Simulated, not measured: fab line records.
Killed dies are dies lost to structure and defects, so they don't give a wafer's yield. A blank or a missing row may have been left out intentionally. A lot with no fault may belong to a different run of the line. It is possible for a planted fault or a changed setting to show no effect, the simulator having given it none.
Which tool did it? || flow sfq-line || Sampling: 14 lots, 42 wafers, 2 of 325 route steps

## WHAT THE GAUGES READ, wafer by wafer
SFQ_I0_OVL_MEAS_908. Usual: for I0_OVL the level is -6 nm and the standard deviation is 4.9.
{"lot": "L125", "measured": "day 9 07:42", "on": "overlay-02", "I0_OVL (nm)": "-4 -10 -7", "flag": ""}
{"lot": "L126", "measured": "day 9 14:54", "on": "overlay-01", "I0_OVL (nm)": "-11 -7 1", "flag": ""}
{"lot": "L130", "measured": "day 11 03:00", "on": "overlay-01", "I0_OVL (nm)": "-6 -8 -6", "flag": ""}
{"lot": "L131", "measured": "day 11 07:49", "on": "overlay-02", "I0_OVL (nm)": "-14 -12 -11", "flag": ""}
{"lot": "L132", "measured": "day 11 10:31", "on": "overlay-02", "I0_OVL (nm)": "-16 -12 -14", "flag": ""}
{"lot": "L133", "measured": "day 11 16:13", "on": "overlay-01", "I0_OVL (nm)": "-10 -1 -4", "flag": ""}
{"lot": "L135", "measured": "day 12 01:48", "on": "overlay-02", "I0_OVL (nm)": "1 -2 1", "flag": ""}
{"lot": "L137", "measured": "day 12 15:01", "on": "overlay-02", "I0_OVL (nm)": "5 -2 -3", "flag": ""}
{"lot": "L138", "measured": "day 12 19:48", "on": "overlay-02", "I0_OVL (nm)": "-1 -9 1", "flag": ""}
{"lot": "L144", "measured": "day 14 06:07", "on": "overlay-02", "I0_OVL (nm)": "-10 -10 -10", "flag": ""}
{"lot": "L145", "measured": "day 14 13:07", "on": "overlay-02", "I0_OVL (nm)": "5 7 1", "flag": ""}
{"lot": "L146", "measured": "day 14 20:19", "on": "overlay-01", "I0_OVL (nm)": "-8 -13 -14", "flag": ""}
{"lot": "L147", "measured": "day 14 22:43", "on": "overlay-02", "I0_OVL (nm)": "-4 -5 -8", "flag": ""}
{"lot": "L148", "measured": "day 15 07:07", "on": "overlay-02", "I0_OVL (nm)": "-3 -4 -12", "flag": ""}

SFQ_I1_BOW_MEAS_912. Usual: for I1_BOW the level is 2 um and the standard deviation is 9.1.
{"lot": "L125", "measured": "day 12 20:49", "on": "film-metro-02", "I1_BOW (um)": "1 7 5", "flag": ""}
{"lot": "L126", "measured": "day 13 08:05", "on": "film-metro-03", "I1_BOW (um)": "-2 -6 -10", "flag": ""}
{"lot": "L130", "measured": "day 15 03:33", "on": "film-metro-02", "I1_BOW (um)": "6 20 19", "flag": ""}
{"lot": "L131", "measured": "day 15 11:23", "on": "film-metro-02", "I1_BOW (um)": "3 8 2", "flag": ""}
{"lot": "L132", "measured": "day 15 16:23", "on": "film-metro-01", "I1_BOW (um)": "3 -8 0", "flag": ""}
{"lot": "L133", "measured": "day 15 23:22", "on": "film-metro-01", "I1_BOW (um)": "4 17 2", "flag": ""}
{"lot": "L135", "measured": "day 16 11:52", "on": "film-metro-02", "I1_BOW (um)": "-2 -19 -12", "flag": ""}
{"lot": "L137", "measured": "day 17 05:38", "on": "film-metro-03", "I1_BOW (um)": "4 -4 13", "flag": ""}
{"lot": "L138", "measured": "day 17 09:22", "on": "film-metro-02", "I1_BOW (um)": "4 -9 -10", "flag": ""}
{"lot": "L144", "measured": "day 19 00:14", "on": "film-metro-03", "I1_BOW (um)": "-7 3 1", "flag": ""}
{"lot": "L145", "measured": "day 19 08:14", "on": "film-metro-01", "I1_BOW (um)": "4 -4 7", "flag": ""}
{"lot": "L146", "measured": "day 19 17:14", "on": "film-metro-03", "I1_BOW (um)": "-7 -12 -14", "flag": ""}
{"lot": "L147", "measured": "day 19 18:29", "on": "film-metro-01", "I1_BOW (um)": "0 -9 -3", "flag": ""}
{"lot": "L148", "measured": "day 20 06:29", "on": "film-metro-03", "I1_BOW (um)": "3 -2 9", "flag": ""}

## TOOL THAT RAN EACH LOT (tool first, then ch and the chambers of the sampled wafers, then the start)
The record holds no process step before these readings.

## WHAT THE TOOLS THEMSELVES READ (means of the sampled wafers that have a number; where no wafer has one, the mark that the record gives instead)
The record holds no such reading with a usual standard deviation.

## THE ANSWER, worked out from the rows above alone
Rule: take the mean of a lot's wafers that have a number; if it is more than 3 standard deviations from the usual mean, the lot is off. Also off: a lot with no number at a reading for which 4 or more lots have one. All remaining lots with rows at the step are treated as sound. Order of review: gauges by route order, followed by the tools' own readings, for which a lot's mean as printed above is used. The first step at which some lot is off is used, and at that step the reading that is off furthest; a lot without a number counts as furthest.
No lot is off on any of the readings shown, so nothing can be concluded from this.

## WHAT THE SIMULATOR PUT IN
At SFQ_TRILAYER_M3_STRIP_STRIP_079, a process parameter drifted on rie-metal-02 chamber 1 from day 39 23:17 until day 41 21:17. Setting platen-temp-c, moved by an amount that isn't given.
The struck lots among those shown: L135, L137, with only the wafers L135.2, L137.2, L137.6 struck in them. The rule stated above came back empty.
